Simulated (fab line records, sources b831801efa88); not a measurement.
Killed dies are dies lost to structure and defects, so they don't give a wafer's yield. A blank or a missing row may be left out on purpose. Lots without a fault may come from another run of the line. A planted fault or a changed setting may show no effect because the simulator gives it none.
fab line records | flow sky130
record lots=11 wafers=33 last_day=50
route steps=708 shown NWELL@67 POLY_GATE@205 METAL4@634 METAL5@677 PAD_OPEN@708
lots that met no fault: from a run of the same line without faults
start_h: hours from the record's first day to the start of the lot's first wafer shown | wait_h: hours since the lot's step before | " the same as in the row above | L1.1+2: a row that stands for several wafers | - no value, or no start given | * or withheld: withheld | < > ~ a bound
route shown NAME@n: a module of which the file shows steps, and the number in the route of the first | usual: mean/standard deviation of fault-free wafers | same: alike in all rows | chamber/n: place in a boat | sites: the reading at each site | _std_site: their standard deviation | _edge_site: outer sites' mean less inner sites' | radius_mm: how far each site lies from the wafer's centre | mask NAME#n: copy n | behind: the tool/chamber that last shaped the wafer | hold: why the lot was held/for how many hours/how that ended | device: the transistor (n, p or np) that didn't switch | end of line: the same wafers' tests at the end of the route | a step without rows: its recipe alone | killed: dies lost to structure and defects at the first sort, not the wafer's yield | map: a wafer's dies, x killed, . not, _ none there
set.NAME: the setting as run; set.NAME@STEP: as run at that earlier step | model.NAME: the simulator's own value behind a step, which no gauge read
steps of the route over a sample of lots; a table a step, a row a wafer
services: from which hour (start_h, from the record's first day; less than 0 if before it) a tool's chamber was out of use, for how many hours, and why
## steps
# step SKY_NWELL_STRIP_14
# recipe chemistry=O2/N2 power_w=1400 pressure_mtorr=1500 platen_temp_c=withheld o2_flow_sccm=3000 n2_flow_sccm=300 overash_fraction=0.5
# usual chamber_pressure_mTorr=1499.9/1.2 drypump_motor_current_A=5.6/0.57 oes_product_au=0.722/0.0047 strip_time_to_endpoint_s=36.98/0.098
# columns lot.wafer tool chamber start_h wait_h chamber_pressure_mTorr drypump_motor_current_A oes_product_au rf_hours_counter_h strip_time_to_endpoint_s
L544.1 plasma_asher-04 0 87.25 0.1 1500.3 6.2 0.717 41 37.04
L544.2 " 1 " " 1500.3 5.0 0.724 41 37.00
L544.5 " 0 " " 1500.4 6.2 0.718 - 36.87
L546.1 plasma_asher-03 0 98.05 0.1 1499.2 4.9 0.719 29 36.88
L546.5 " 1 " " 1499.5 6.1 0.727 - 36.90
L546.6 " 0 " " 1501.5 4.9 0.730 - 36.76
L549.1 plasma_asher-03 0 116.38 0.1 1498.8 4.8 0.721 31 36.95
L549.2 " 1 " " 1500.2 6.1 0.717 31 36.91
L549.6 " 1 " " 1499.4 6.1 0.721 - 36.76
L554.2 plasma_asher-03 0 148.85 0.1 1500.4 4.8 0.717 35 36.97
L554.3 " 0 " " 1498.5 4.9 0.725 - 37.16
L554.6 " 0 " " 1501.0 4.8 0.716 - 37.13
L555.1 plasma_asher-02 0 152.70 0.1 1501.6 5.8 0.721 45 37.04
L555.2 " 1 " " 1498.2 5.9 0.724 45 37.01
L555.3 " 0 " " 1499.8 5.8 0.725 - 36.91
L556.1 plasma_asher-02 1 160.40 0.1 1497.1 5.9 0.719 46 37.03
L556.3 " 1 " " 1500.8 5.9 0.728 - 37.01
L556.5 " 0 " " 1501.9 5.8 0.725 - 37.06
L562.2 plasma_asher-03 1 192.38 0.1 1499.4 6.1 0.721 39 36.99
L562.3 " 1 " " 1502.1 6.1 0.718 - 37.03
L562.4 " 0 " " 1498.9 4.9 0.721 - 36.88
L563.3 plasma_asher-03 1 199.00 0.1 1497.2 6.1 0.723 - 37.05
L563.4 " 0 " " 1499.7 4.9 0.724 - 37.10
L563.5 " 1 " " 1501.5 6.1 0.723 - 36.98
L564.1 plasma_asher-02 1 200.70 0.1 1499.6 5.9 0.728 50 36.89
L564.2 " 0 " " 1500.8 5.8 0.736 50 37.00
L564.3 " 1 " " 1500.6 5.9 0.727 - 37.02
L565.1 plasma_asher-03 1 207.91 0.1 1499.5 6.1 0.722 40 37.15
L565.4 " 1 " " 1499.6 6.1 0.722 - 37.06
L565.5 " 1 " " 1502.1 6.1 0.719 - 37.14
L567.3 plasma_asher-04 1 218.93 0.1 1498.2 5.0 0.709 - 37.26
L567.4 " 0 " " 1500.3 6.2 0.720 - 37.05
L567.6 " 0 " " 1499.6 6.2 0.720 - 37.13
# step SKY_POLY_GATE_THK_MEAS_01
# recipe reads=poly-Si_of_POLY_GATE_CVD_00
# usual POLY_GATE_CVD_00_THK=180.0/1.3
# columns lot.wafer tool chamber start_h wait_h POLY_GATE_CVD_00_THK[nm]
L544.1 film_metro-01 - 311.07 0.0 180.6
L544.2 " - " " 180.5
L544.5 " - " " 181.4
L546.1 film_metro-04 - 324.67 0.0 178.7
L546.5 " - " " 179.7
L546.6 " - " " 181.3
L549.1 film_metro-04 - 379.29 0.0 180.8
L549.2 " - " " 181.0
L549.6 " - " " 180.1
L554.2 film_metro-02 - 405.39 0.0 179.7
L554.3 " - " " 180.1
L554.6 " - " " 181.3
L555.1 film_metro-01 - 412.34 0.0 181.0
L555.2 " - " " 181.2
L555.3 " - " " 182.6
L556.1 film_metro-02 - 424.91 0.0 178.4
L556.3 " - " " 180.4
L556.5 " - " " 180.1
L562.2 film_metro-04 - 471.04 0.0 178.7
L562.3 " - " " 178.8
L562.4 " - " " 180.2
L563.3 film_metro-01 - 475.38 0.0 179.5
L563.4 " - " " 179.7
L563.5 " - " " 179.3
L564.1 film_metro-01 - 481.61 0.0 180.7
L564.2 " - " " 181.3
L564.3 " - " " 179.1
L565.1 film_metro-01 - 492.20 0.0 178.2
L565.4 " - " " 177.8
L565.5 " - " " 177.8
L567.3 film_metro-02 - 504.62 0.0 181.3
L567.4 " - " " 181.3
L567.6 " - " " 179.9
# step SKY_METAL4_METAL_ETCH_18
# recipe target_depth_a=8450 stop_on=SiO2 over_etch_frac=0.3 time_s=183.1 chemistry=Cl2/BCl3 resist_sidewall_deg=88 pressure_mtorr=10 icp_w=900 bias_w=48.5 Cl2_flow_sccm=60 bcl3_flow_sccm=30
# usual drypump_motor_current_A=5.6/0.41 oes_product_au=0.867/0.0052 throttle_valve_pct=22.266/0.0088
# columns lot.wafer tool chamber start_h wait_h drypump_motor_current_A oes_product_au rf_hours_counter_h throttle_valve_pct
L544.1 rie_metal-01 0 973.62 0.0 5.9 0.868 11 22.257
L544.2 " 1 " " 5.1 0.863 10 22.271
L544.5 " 0 " " 5.9 0.866 - 22.265
L546.1 rie_metal-01 1 987.83 0.0 5.1 0.862 10 22.265
L546.5 " 0 " " 5.9 0.870 - 22.278
L546.6 " 1 " " 5.1 0.872 - 22.271
L549.1 rie_metal-01 0 1040.22 0.0 5.9 0.860 15 22.271
L549.2 " 1 " " 5.1 0.868 13 22.260
L549.6 " 1 " " 5.1 0.862 - 22.276
L554.2 rie_metal-03 0 1047.15 0.0 5.8 0.866 15 22.271
L554.3 " 0 " " 5.8 0.871 - 22.264
L554.6 " 0 " " 5.8 0.873 - 22.258
L555.1 rie_metal-02 0 1053.47 0.0 6.1 0.871 16 22.263
L555.2 " 1 " " 5.3 0.871 18 22.263
L555.3 " 1 " " 5.4 0.879 - 22.263
L556.1 rie_metal-03 1 1066.88 0.0 5.1 0.864 21 22.240
L556.3 " 0 " " 5.8 0.864 - 22.253
L556.5 " 1 " " 5.1 0.863 - 22.276
L562.2 rie_metal-02 0 1107.12 0.0 6.1 0.868 20 22.276
L562.3 " 1 " " 5.4 0.864 - 22.260
L562.4 " 0 " " 6.1 0.873 - 22.262
L563.3 rie_metal-03 0 1108.42 0.1 5.8 0.877 - 22.276
L563.4 " 1 " " 5.1 0.868 - 22.259
L563.5 " 0 " " 5.8 0.880 - 22.268
L564.1 rie_metal-02 1 1109.01 0.0 5.3 0.863 23 22.264
L564.2 " 0 " " 6.1 0.864 20 22.268
L564.3 " 1 " " 5.4 0.869 - 22.254
L565.1 rie_metal-03 1 1110.83 0.0 5.1 0.873 25 22.260
L565.4 " 0 " " 5.8 0.859 - 22.274
L565.5 " 0 " " 5.8 0.867 - 22.273
L567.3 rie_metal-02 1 1117.80 0.1 5.3 0.877 - 22.271
L567.4 " 0 " " 6.2 0.874 - 22.283
L567.6 " 0 " " 6.1 0.876 - 22.277
# step SKY_METAL5_STRIP_16
# recipe chemistry=O2/N2 power_w=1400 pressure_mtorr=1500 platen_temp_c=withheld o2_flow_sccm=3000 n2_flow_sccm=300 overash_fraction=0.5
# usual chamber_pressure_mTorr=1500.2/1.5 drypump_motor_current_A=5.6/0.53 oes_product_au=0.710/0.0047 strip_time_to_endpoint_s=13.10/0.1
# columns lot.wafer tool chamber start_h wait_h chamber_pressure_mTorr drypump_motor_current_A oes_product_au rf_hours_counter_h strip_time_to_endpoint_s
L544.1 plasma_asher-02 0 1022.65 0.2 1499.6 5.8 0.708 58 13.20
L544.2 " 1 " " 1502.2 5.9 0.704 58 13.12
L544.5 " 0 " " 1499.8 5.7 0.708 - 13.13
L546.1 plasma_asher-04 0 1035.06 0.2 1496.3 6.2 0.707 91 13.14
L546.5 " 1 " " 1500.2 5.0 0.714 - 13.09
L546.6 " 0 " " 1497.2 6.2 0.707 - 13.13
L549.1 plasma_asher-02 0 1085.96 0.2 1503.0 5.8 0.717 64 13.12
L549.2 " 1 " " 1497.9 5.9 0.712 64 13.09
L549.6 " 1 " " 1498.2 5.9 0.708 - 13.24
L554.2 plasma_asher-04 1 1092.65 0.2 1500.2 5.0 0.709 96 13.19
L554.3 " 1 " " 1499.8 5.0 0.716 - 13.12
L554.6 " 1 " " 1498.8 5.0 0.712 - 13.15
L555.1 plasma_asher-02 1 1097.86 0.2 - - - - -
L555.2 " 0 " " - - - - -
L555.3 " 0 " " - - - - -
L556.1 plasma_asher-02 0 1111.68 0.4 - - - - -
L556.3 " 1 " " - - - - -
L556.5 " 0 " " - - - - -
L562.2 plasma_asher-04 1 1148.11 0.2 1502.3 5.0 0.710 102 13.14
L562.3 " 1 " " 1500.0 5.0 0.714 - 13.34
L562.4 " 0 " " 1498.3 6.2 0.714 - 13.27
L563.3 plasma_asher-02 1 1149.34 0.1 1501.4 5.9 0.708 - 13.18
L563.4 " 0 " " 1500.4 5.8 0.710 - 13.06
L563.5 " 0 " " 1502.4 5.8 0.714 - 12.96
L564.1 plasma_asher-04 1 1151.25 0.2 1500.9 5.0 0.703 102 13.23
L564.2 " 0 " " 1499.6 6.2 0.706 102 13.26
L564.3 " 1 " " 1497.8 5.0 0.709 - 13.22
L565.1 plasma_asher-02 0 1153.40 0.2 1499.7 5.8 0.704 70 13.18
L565.4 " 0 " " 1502.3 5.8 0.717 - 13.19
L565.5 " 1 " " 1499.1 5.9 0.716 - 13.23
L567.3 plasma_asher-03 0 1159.43 0.1 1498.6 4.9 0.717 - 12.99
L567.4 " 1 " " 1500.1 6.1 0.704 - 13.07
L567.6 " 0 " " 1500.5 4.8 0.703 - 13.22
# step SKY_PAD_OPEN_PROBE_99
# usual defect_limited_yield=82.2/1.8 killed_at_M0_to_M3=44/6 killed_at_M4_up=3.3/2.1 killed_at_contacts=25/5.5 killed_at_front_end=15/4.3 killed_at_other=0.2/0.41 killed_dies=88/9.1 killed_open=48/6.6 killed_short=39/6.7 sort_bin_3_pad_short=0.9/0.4 sort_bin_5_function=10.4/1.5 sort_bin_6_memory=6.5/1.1 sort_n_pass=404/9.1 sort_yield_pct=82.2/1.8
# same gross_dies=492 killed_at_back_side=0 sort_bin_4_leakage[%]=0 sort_bin_8_speed[%]=0
# columns lot.wafer tool chamber start_h wait_h defect_limited_yield[%] killed_at_M0_to_M3 killed_at_M4_up killed_at_contacts killed_at_front_end killed_at_other killed_dies killed_open killed_short sort_bin_3_pad_short[%] sort_bin_5_function[%] sort_bin_6_memory[%] sort_n_pass sort_yield_pct[%]
L544.1 prober-02 - 1069.91 0.1 83.9 37 4 27 11 0 79 51 28 0.4 9.1 6.5 413 83.9
L544.2 prober-02 - 1069.96 0.1 83.9 36 7 27 8 1 79 39 39 0.8 10.6 4.7 413 83.9
L544.5 prober-02 - 1070.11 0.2 85.2 38 2 18 15 0 73 44 29 0.8 9.1 4.9 419 85.2
L563.3 prober-01 - 1187.28 0.2 80.1 47 4 27 20 0 98 48 50 1.2 11.2 7.5 394 80.1
L563.4 prober-01 - 1187.33 0.2 81.3 47 1 23 21 0 92 50 41 0.8 10.8 7.1 400 81.3
L563.5 prober-01 - 1187.38 0.2 82.7 41 2 27 15 0 85 47 38 0.8 10.2 6.3 407 82.7
L564.1 prober-02 - 1187.81 0.1 82.3 44 2 27 14 0 87 46 41 0.2 10.0 7.5 405 82.3
L564.2 prober-02 - 1187.86 0.1 86.6 33 2 16 14 1 66 35 31 0.6 7.1 5.7 426 86.6
L564.3 prober-02 - 1187.91 0.2 82.3 40 5 18 24 0 87 45 42 1.0 11.0 5.7 405 82.3
# killed by level:class
L544.1 VIA1:geometric_particle:open=14 CONTACT:geometric_particle:open=11 VIA3:geometric_particle:open=7 LI_CONTACT:geometric_particle:open=5 CONTACT:geometric_particle:short=4 METAL3:geometric_particle:short=4 FIELD_ISO:geometric_particle:open=3 POLY_GATE:geometric_particle:open=3
L544.2 CONTACT:geometric_particle:open=10 VIA3:geometric_particle:open=8 VIA1:geometric_particle:open=6 CONTACT:geometric_particle:short=6 LI_CONTACT:geometric_particle:open=5 VIA1:geometric_particle:short=5 METAL4:geometric_particle:short=5 METAL1:geometric_particle:short=4
L544.5 VIA3:geometric_particle:open=10 METAL2:geometric_particle:short=6 LI_CONTACT:geometric_particle:open=5 VIA1:geometric_particle:open=5 VIA2:geometric_particle:open=5 CONTACT:geometric_particle:open=4 FIELD_ISO:geometric_particle:open=3 LI_CONTACT:geometric_particle:short=3
L563.3 CONTACT:geometric_particle:open=12 VIA2:geometric_particle:open=8 METAL1:geometric_particle:short=8 VIA1:geometric_particle:open=8 LOCAL_INTERCONNECT:geometric_particle:short=7 FIELD_ISO:geometric_particle:short=5 FIELD_ISO:geometric_particle:open=5 METAL2:geometric_particle:short=4
L563.4 VIA1:geometric_particle:open=14 CONTACT:geometric_particle:open=11 VIA2:geometric_particle:open=7 POLY_GATE:geometric_particle:short=5 POLY_GATE:geometric_particle:open=5 LOCAL_INTERCONNECT:geometric_particle:short=5 VIA3:geometric_particle:open=5 VIA1:geometric_particle:short=5
L563.5 CONTACT:geometric_particle:open=13 VIA1:geometric_particle:open=11 LI_CONTACT:geometric_particle:open=8 VIA1:geometric_particle:short=7 FIELD_ISO:geometric_particle:short=5 CONTACT:geometric_particle:short=5 METAL1:geometric_particle:short=5 FIELD_ISO:geometric_particle:open=4
L564.1 VIA1:geometric_particle:open=9 LI_CONTACT:geometric_particle:open=8 CONTACT:geometric_particle:open=7 LI_CONTACT:geometric_particle:short=7 VIA2:geometric_particle:open=6 METAL1:geometric_particle:short=6 POLY_GATE:geometric_particle:open=4 METAL1:geometric_particle:open=4
L564.2 VIA2:geometric_particle:open=8 FIELD_ISO:geometric_particle:short=5 LI_CONTACT:geometric_particle:open=5 CONTACT:geometric_particle:open=5 VIA1:geometric_particle:open=5 METAL2:geometric_particle:short=5 VIA1:geometric_particle:short=4 POLY_CUT:geometric_particle:open=3
L564.3 VIA2:geometric_particle:open=9 LI_CONTACT:geometric_particle:open=8 FIELD_ISO:geometric_particle:open=7 FIELD_ISO:geometric_particle:short=6 METAL2:geometric_particle:short=6 VIA1:geometric_particle:short=5 METAL4:geometric_particle:short=5 POLY_GATE:geometric_particle:open=4
## services
# columns tool chamber start_h hours kind
plasma_asher-04 - 75.37 2.8 pm
plasma_asher-04 - 108.75 9.0 pm
plasma_asher-04 - 146.98 0.7 repair
plasma_asher-04 - 240.67 2.2 repair
plasma_asher-02 - 271.89 3.8 repair
plasma_asher-02 - 332.98 3.5 repair
plasma_asher-03 - 345.43 14.6 pm
plasma_asher-02 - 352.09 2.6 repair
plasma_asher-02 - 421.25 9.0 pm
plasma_asher-04 - 505.68 3.7 repair
plasma_asher-04 - 535.30 12.7 repair
plasma_asher-03 - 624.63 2.8 pm
plasma_asher-02 - 625.56 10.3 pm
plasma_asher-04 - 667.72 1.7 repair
plasma_asher-03 - 740.91 4.3 pm
plasma_asher-02 - 751.96 3.3 repair
plasma_asher-03 - 790.82 15.6 pm
plasma_asher-04 - 839.63 1.2 repair
plasma_asher-03 - 1021.19 6.6 repair
plasma_asher-03 - 1055.25 9.0 pm
plasma_asher-04 - 1102.55 1.8 repair
plasma_asher-02 - 1122.54 0.7 repair
plasma_asher-02 - 1133.45 2.8 pm
plasma_asher-02 - 1154.22 3.8 repair
## key
first_sign step=SKY_METAL5_STRIP_16 reading=tool_record direction=missing
effect none on later readings
met_at SKY_METAL5_STRIP_16
struck_lots L555,L556
not_acting_at SKY_NWELL_STRIP_14,SKY_POLY_GATE_THK_MEAS_01,SKY_METAL4_METAL_ETCH_18
onset_between 1085.96 1097.86
fault kind=skipped_step_whole tool=plasma_asher-02 chamber=- onset_h=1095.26 steps=SKY_METAL5_STRIP_16 scope=struck_lots_only
